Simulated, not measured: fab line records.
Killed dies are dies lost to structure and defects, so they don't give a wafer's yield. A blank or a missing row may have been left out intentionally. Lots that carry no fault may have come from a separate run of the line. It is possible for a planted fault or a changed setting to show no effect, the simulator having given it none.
A lot that was struck, set against a sound lot + flow sky130 + 18 steps out of a route of 708
Sound: these wafers, L577.2, L577.3, L577.5. Struck: wafers L591.3, L591.5. Last of all comes the cause.
Each step with rows lists, per side, the tool, then ch with its chambers, then its first start. Under that, the readings that differ: sound wafers + struck wafers + difference of the means + sigmas: that difference in standard deviations of wafers without a fault.
alike: words and numbers the same on both sides, and readings whose means are apart by under 2 such deviations; not compared: readings that were withheld, readings missing a value for some wafer, numbers with overlapping values and no deviation given by the record, and bounds like >300 which may hide the same value.
The two part at a step that has a row with sigmas, a row that says differs or no value, or rows on one side only. Numbers that don't overlap but have no deviation are shown without sigmas and don't part them. A reading that every wafer of one side lacks parts them only if that side has two wafers or more.

first, 4 steps without rows for these wafers: SKY_VT_ADJUST_PCH_SOFTBAKE_03; SKY_VT_ADJUST_PCH_EXPOSE_04 (exposes mask NWM, target cd 840 nm); SKY_VT_ADJUST_PCH_PEB_05; SKY_VT_ADJUST_PCH_DEVELOP_06 (develop time 60 s).
SKY_VT_ADJUST_PCH_OVL_MEAS_07:
  sound on overlay-01, day 11 13:43; struck on overlay-02, day 15 22:16
  alike: VT_ADJUST_PCH_OVL
then, 1 step without rows for these wafers: SKY_VT_ADJUST_PCH_IMPLANT_08.
SKY_VT_ADJUST_PCH_STRIP_09: strips in O2/N2.
  sound on plasma-asher-03 ch 0,1, day 11 13:54; struck on plasma-asher-01 ch 1, day 15 22:29
  alike: drypump-motor-current-A, oes-product-au, strip-time-to-endpoint-s
  not compared: rf-hours-counter-h
SKY_VT_ADJUST_PCH_TW_MEAS_10:
  sound on film-metro-01, day 11 14:01; struck on film-metro-03, day 15 22:34
  alike: VT_ADJUST_PCH_TW
then, 4 steps without rows for these wafers: SKY_SONOS_TUNNEL_DEHYDRATE_00 (time 60 s); SKY_SONOS_TUNNEL_HMDS_01 (prime time 60 s); SKY_SONOS_TUNNEL_COAT_02 (resist thk 1140 nm); SKY_SONOS_TUNNEL_SOFTBAKE_03 (time 60 s).
SKY_SONOS_TUNNEL_EXPOSE_04: exposes mask TUNM, target cd 410 nm.
  sound on iline-stepper-02 ch 0, day 12 02:38; struck on iline-stepper-02 ch 0, day 16 12:57
| reading              | sound                | struck        | difference | sigmas |
|----------------------|----------------------|---------------|------------|--------|
| exposure-dose-mJ-cm2 | 135.93 135.95 135.91 | 135.23 135.29 | -0.67      | -5     |
  alike: mask
then, 2 steps without rows for these wafers: SKY_SONOS_TUNNEL_PEB_05; SKY_SONOS_TUNNEL_DEVELOP_06 (develop time 60 s).
SKY_SONOS_TUNNEL_CD_MEAS_07 targets a cd of 410 nm.
  sound on cd-sem-01, day 12 14:59; struck on cd-sem-01, day 17 02:21
| reading    | sound             | struck      | difference | sigmas |
|------------|-------------------|-------------|------------|--------|
| cd-nm (nm) | 410.5 411.0 412.8 | 417.3 418.2 | +6.3       | +3     |
SKY_SONOS_TUNNEL_OVL_MEAS_08:
  sound on overlay-02, day 12 15:06; struck on overlay-02, day 17 02:26
  alike: SONOS_TUNNEL_OVL
-- here the record skips 33 days between the struck wafers' starts before and after, leaving off in module SONOS_TUNNEL and picking up in module PAD_OPEN (first step shown: number 708 of the route) --
SKY_PAD_OPEN_PROBE_99:
  sound on prober-02, day 46 16:38; struck on prober-01, day 50 09:21
  alike: killed_at_M0_to_M3, killed_at_M4_up, killed-at-contacts, killed-at-front-end, killed-at-other, killed-dies, killed-open, killed-short

## WHERE THEY PART
First at SKY_SONOS_TUNNEL_EXPOSE_04; last, within this record, at SKY_SONOS_TUNNEL_CD_MEAS_07. Later steps at which nothing parts them and some readings are alike: SKY_SONOS_TUNNEL_OVL_MEAS_08, SKY_PAD_OPEN_PROBE_99.

WHY: whatever the simulator had introduced
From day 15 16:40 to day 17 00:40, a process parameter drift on iline-stepper-02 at SKY_SONOS_TUNNEL_EXPOSE_04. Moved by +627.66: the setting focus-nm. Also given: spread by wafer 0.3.
